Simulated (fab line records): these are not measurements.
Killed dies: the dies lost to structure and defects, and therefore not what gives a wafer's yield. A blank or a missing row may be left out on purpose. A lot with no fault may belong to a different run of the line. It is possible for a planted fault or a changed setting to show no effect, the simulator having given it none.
Split-lot trial	flow sfqLine	route with 325 steps; 5 lots, 23 wafers read

THE SPLIT ITSELF
At SFQ_TRILAYER_I2_VIA_LITHO_PEB_070 (peb time 60 s), the setting pebTempC was moved away from the recipe's 115 C on 5 of the 23 wafers read, by -1.9% to +1.0%. All remaining wafers had this setting at the recipe value.

FROM THE SPLIT TO THE READING: what the file shows between them, 2 steps
- SFQ_TRILAYER_I2_VIA_LITHO_DEVELOP_069: time 60 s
- SFQ_TRILAYER_I2_VIA_BARC_OPEN_VIA_ETCH_096: etches BARC in O2, target depth 125 nm, time 41.7 s

THE READING
I2.cdNm (the simulator's own value, which no gauge read), in nm, at SFQ_TRILAYER_I2_VIA_ETCH_VIA_ETCH_070 (etches SiO2 in CHF3, stops on Nb, target depth 260 nm). The file gives no usual value for it. Average 498.6 nm, standard deviation 2.6 nm, over the 18 wafers here run with the recipe.

wafer	tool, chamber at the split	pebTempC as run, C	against the recipe	I2.cdNm, nm	against lot-mates on the recipe
L076.1	lithoTrack-01, 0	115	recipe	497.3	-
L076.2	lithoTrack-01, 0	112.8	-1.9%	458.7	-39.2
L076.3	lithoTrack-01, 0	112.8	-1.9%	456.2	-41.7
L076.4	lithoTrack-01, 0	115	recipe	498.5	-
L076.5	lithoTrack-01, 0	112.8	-1.9%	455.6	-42.3
L079.1	lithoTrack-01, 0	115	recipe	494.4	-
L079.2	lithoTrack-01, 0	115	recipe	502.3	-
L079.4	lithoTrack-01, 0	115	recipe	498.2	-
L079.5	lithoTrack-01, 0	115	recipe	498.3	-
L079.6	lithoTrack-01, 0	115	recipe	495.9	-
L080.1	lithoTrack-01, 0	115	recipe	497.1	-
L080.2	lithoTrack-01, 0	115	recipe	502.6	-
L080.3	lithoTrack-01, 0	116.2	+1.0%	516.4	+17.3
L080.4	lithoTrack-01, 0	116.2	+1.0%	522.7	+23.6
L080.6	lithoTrack-01, 0	115	recipe	497.5	-
L083.1	lithoTrack-01, 0	115	recipe	501	-
L083.5	lithoTrack-01, 0	115	recipe	501.6	-
L083.6	lithoTrack-01, 0	115	recipe	497.1	-
L085.2	lithoTrack-01, 0	115	recipe	502	-
L085.3	lithoTrack-01, 0	115	recipe	500.5	-
L085.4	lithoTrack-01, 0	115	recipe	495.7	-
L085.5	lithoTrack-01, 0	115	recipe	494.3	-
L085.6	lithoTrack-01, 0	115	recipe	499.7	-

THE FIT
A straight line over all 23 wafers: I2.cdNm changes by +21.5 nm for each +1% of pebTempC; r = +0.99; the points scatter about the line by 2.7 nm.
The same after taking each lot's own level away (the mean of its wafers on the recipe; 23 wafers): +21.1 nm for each +1%; r = +0.99; scatter 2.6 nm.
Per that fit: largest pebTempC move, reading shift of 40 nm.
Across the lots, their own levels run from 497.82 to 499.90 nm, a range of 0.8 times the standard deviation given above.
So the lot-to-lot level changes the slope little: the two slopes agree.
Check: with one of the wafers moved furthest among these (-1.9%) left out of the fit, the line predicts -41.2 nm for it against its lot-mates. It came out at -39.2 nm against them.

THESE WAFERS: OTHER SPLITS
These wafers also went through other splits before the reading. Each is held against what the fit with the lots' levels taken away leaves over:
other split on the same wafers	wafers away from the commonest value	r with I2.cdNm (lot level and that fit taken away)
SFQ_TRILAYER_M1_LITHO_COAT_044 resistThkNm	11	+0.04
SFQ_TRILAYER_I1_DEP_PECVD_045 timeS	6	-0.14
SFQ_TRILAYER_I1_VIA_LITHO_EXPOSE_050 doseMj	5	+0.08
SFQ_TRILAYER_M2_DEP_SPUTTER_055 powerW	8	+0.09
SFQ_TRILAYER_M2_LITHO_COAT_062 spinRpm	4	-0.07
SFQ_TRILAYER_M2_ETCH_METAL_ETCH_060 timeS	7	+0.20
SFQ_TRILAYER_I2_VIA_LITHO_COAT_072 spinRpm	5	-0.54

THE WHOLE CHAIN: every reading that the file lists as answering this split, in the file's order
step	what it does	reading	change (the file's fit)	r (the file's)
SFQ_TRILAYER_I2_VIA_BARC_OPEN_VIA_ETCH_096	etches BARC in O2, target depth 125 nm, time 41.7 s	I2.cdNm (the simulator's own value, which no gauge read)	+21.9 nm for each +1% of the setting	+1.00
SFQ_TRILAYER_I2_VIA_ETCH_VIA_ETCH_070	etches SiO2 in CHF3, stops on Nb, target depth 260 nm	I2.cdNm (the simulator's own value, which no gauge read)	+21 nm for each +1% of the setting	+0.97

THE FILE'S OWN FIT
I2.cdNm changes by +21 nm for each +1% of pebTempC, r = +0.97.
